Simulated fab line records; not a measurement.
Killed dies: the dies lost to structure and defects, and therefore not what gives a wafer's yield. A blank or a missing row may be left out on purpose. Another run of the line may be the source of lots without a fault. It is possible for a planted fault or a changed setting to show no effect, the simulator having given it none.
Which tool did it? | flow gf180mcu | 14 lots, 42 wafers sampled, at 4 steps of a route of 602

== WHAT THE GAUGES SHOWED, per wafer ==
GF_V3_THK_MEAS_01.
lot  | measured     | on           | V3_CVD_00_THK (nm)
L613 | day 22 06:43 | filmMetro-02 | 599 593 600
L614 | day 22 08:04 | filmMetro-03 | 597 617 603
L615 | day 22 22:04 | filmMetro-03 | 610 603 606
L616 | day 23 06:53 | filmMetro-04 | 611 629 598
L617 | day 23 18:22 | filmMetro-02 | 619 603 613
L618 | day 23 21:18 | filmMetro-03 | 603 610 614
L620 | day 24 14:47 | filmMetro-02 | 602 612 608
L622 | day 25 08:20 | filmMetro-03 | 599 605 606
L623 | day 25 18:08 | filmMetro-02 | 595 591 596
L624 | day 25 23:52 | filmMetro-03 | 609 608 610
L627 | day 27 02:12 | filmMetro-03 | 598 604 597
L631 | day 28 16:46 | filmMetro-03 | 603 609 611
L632 | day 28 19:18 | filmMetro-02 | 596 598 591
L633 | day 29 00:22 | filmMetro-04 | 608 612 606

== WHICH TOOL RAN EACH LOT (tool, then ch and the chambers of the sampled wafers, then the start) ==
lot  | GF_HV_LDD_IMPLANT_35            | GF_CONTACT_STRIP_18                 | GF_V2_SPUTTER_21
L613 | implanter-01 ch 0, day 12 06:41 | plasmaAsher-02 ch 0,1, day 16 22:19 | pvdSputter-03, day 21 04:52
L614 | implanter-01 ch 0, day 12 09:54 | plasmaAsher-03 ch 0,1, day 16 23:37 | pvdSputter-01, day 21 06:37
L615 | implanter-04 ch 0, day 12 20:59 | plasmaAsher-01 ch 1, day 17 14:28   | pvdSputter-02, day 21 21:09
L616 | implanter-01 ch 0, day 13 04:33 | plasmaAsher-01 ch 0,1, day 17 22:43 | pvdSputter-01, day 22 05:28
L617 | implanter-01 ch 0, day 13 15:28 | plasmaAsher-03 ch 0,1, day 18 11:25 | pvdSputter-01, day 22 16:58
L618 | implanter-04 ch 0, day 13 15:58 | plasmaAsher-01 ch 0,1, day 18 16:31 | pvdSputter-03, day 22 21:44
L620 | implanter-03 ch 0, day 14 12:41 | plasmaAsher-02 ch 0,1, day 19 11:22 | pvdSputter-01, day 23 15:07
L622 | implanter-01 ch 0, day 15 01:37 | plasmaAsher-03 ch 0,1, day 20 03:22 | pvdSputter-02, day 24 08:59
L623 | implanter-04 ch 0, day 15 13:32 | plasmaAsher-03 ch 0,1, day 20 17:04 | pvdSputter-01, day 24 18:40
L624 | implanter-04 ch 0, day 15 18:43 | plasmaAsher-02 ch 0,1, day 20 21:43 | pvdSputter-02, day 24 23:22
L627 | implanter-04 ch 0, day 16 23:08 | plasmaAsher-03 ch 0,1, day 22 04:49 | pvdSputter-02, day 26 03:21
L631 | implanter-03 ch 0, day 18 05:33 | plasmaAsher-01 ch 0,1, day 23 09:10 | pvdSputter-03, day 27 10:50
L632 | implanter-03 ch 0, day 18 11:13 | plasmaAsher-02 ch 0,1, day 23 15:34 | pvdSputter-01, day 27 12:52
L633 | implanter-03 ch 0, day 18 17:56 | plasmaAsher-02 ch 0,1, day 23 23:04 | pvdSputter-01, day 28 12:47
- GF_HV_LDD_IMPLANT_35
- GF_CONTACT_STRIP_18: strips in O2/N2.
- GF_V2_SPUTTER_21: material Ti, target thk 15 nm, time 80.02 s.

== AS READ BY THE TOOLS THEMSELVES (means over the sampled wafers that have a number; for cases with no such wafer, the mark the record gives instead) ==
GF_HV_LDD_IMPLANT_35.
lot  | tool         | doseIonsCm2
L613 | implanter-01 | 7.510e+12
L614 | implanter-01 | 7.494e+12
L615 | implanter-04 | 7.502e+12
L616 | implanter-01 | 7.508e+12
L617 | implanter-01 | 7.496e+12
L618 | implanter-04 | 7.507e+12
L620 | implanter-03 | 7.509e+12
L622 | implanter-01 | 7.503e+12
L623 | implanter-04 | 7.499e+12
L624 | implanter-04 | 7.496e+12
L627 | implanter-04 | 7.501e+12
L631 | implanter-03 | 7.507e+12
L632 | implanter-03 | 7.824e+12
L633 | implanter-03 | 7.824e+12

GF_CONTACT_STRIP_18.
lot  | tool           | chamberPressureMTorr (mTorr) | drypumpMotorCurrentA (A) | heaterPowerW (W) | n2FlowSccm (sccm) | oesProductAu (a.u.)
L613 | plasmaAsher-02 | 1499.7                       | 5.8                      | 352              | 300.0             | 0.572
L614 | plasmaAsher-03 | 1500.4                       | 5.7                      | 298              | 299.5             | 0.582
L615 | plasmaAsher-01 | 1499.0                       | 6.6                      | 313              | 299.4             | 0.583
L616 | plasmaAsher-01 | 1501.6                       | 6.2                      | 328              | 301.1             | 0.581
L617 | plasmaAsher-03 | 1499.5                       | 6.0                      | 289              | 299.9             | 0.583
L618 | plasmaAsher-01 | 1499.4                       | 5.9                      | 350              | 301.1             | 0.580
L620 | plasmaAsher-02 | 1500.0                       | 5.9                      | 353              | 299.4             | 0.577
L622 | plasmaAsher-03 | 1500.6                       | 5.7                      | 300              | 299.7             | 0.579
L623 | plasmaAsher-03 | 1498.4                       | 5.9                      | 291              | 300.4             | 0.578
L624 | plasmaAsher-02 | 1500.9                       | 5.8                      | 350              | 299.9             | 0.578
L627 | plasmaAsher-03 | 1499.7                       | 6.0                      | 291              | 299.9             | 0.580
L631 | plasmaAsher-01 | 1501.3                       | 6.2                      | 326              | 300.4             | 0.583
L632 | plasmaAsher-02 | 1499.8                       | 5.9                      | 351              | 299.9             | 0.578
L633 | plasmaAsher-02 | 1501.2                       | 5.8                      | 346              | 299.3             | 0.581

GF_V2_SPUTTER_21.
lot  | tool          | throttleValvePct (%)
L613 | pvdSputter-03 | 30.7
L614 | pvdSputter-01 | 30.6
L615 | pvdSputter-02 | 30.5
L616 | pvdSputter-01 | 30.6
L617 | pvdSputter-01 | 30.3
L618 | pvdSputter-03 | 30.7
L620 | pvdSputter-01 | 30.6
L622 | pvdSputter-02 | 30.6
L623 | pvdSputter-01 | 30.7
L624 | pvdSputter-02 | 30.3
L627 | pvdSputter-02 | 30.4
L631 | pvdSputter-03 | 30.6
L632 | pvdSputter-01 | 30.7
L633 | pvdSputter-01 | 30.5

== THE ANSWER, worked out from the rows above alone ==
Rule: what is usual is taken from the lots themselves. Put in order of their means at a reading, lots are off if they are a third of the lots or fewer, leave a main group of 4 or more, and stand apart from it by a gap of 3 or more times the standard deviation of the main group's means; of several such gaps the widest counts. A main group is skipped when, at the precision printed for the reading in the tables above, its means are all equal. A lot without any number at a reading at which 4 lots or more have one is off too. The other lots that the step has rows for count as sound. Order of review: gauges by route order, followed by the tools' own readings, for which a lot's mean as printed above is used. The first step at which some lot is off is used, and at that step the reading that is off furthest; a lot without a number counts as furthest.
Off: L632, L633 (GF_HV_LDD_IMPLANT_35, doseIonsCm2). For the main group the mean is 7.503e+12 and the standard deviation 5.3e+09.
If a tool, at that step or one of the process steps before it, ran each lot that is off and ran no sound lot following the first of them, it fits. One candidate fits, namely implanter-03 at GF_HV_LDD_IMPLANT_35. Its last sound lot is L631 (day 18 05:33), its first lot that is off L632 (day 18 11:13): a fault that began between those two fits.
On the lots that are off, the tool's own readings at GF_HV_LDD_IMPLANT_35 differ by more than 5 times the standard deviation of the sound lots' means, which bears it out; doseIonsCm2 reads 7.824e+12 there versus 7.503e+12 on the sound lots.

== WHAT THE SIMULATOR PUT IN ==
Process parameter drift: implanter-03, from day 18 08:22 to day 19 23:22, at GF_HV_LDD_IMPLANT_35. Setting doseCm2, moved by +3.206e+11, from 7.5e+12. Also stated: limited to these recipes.
Lots struck among those shown: L632, L633. The rule given above showed the same thing.
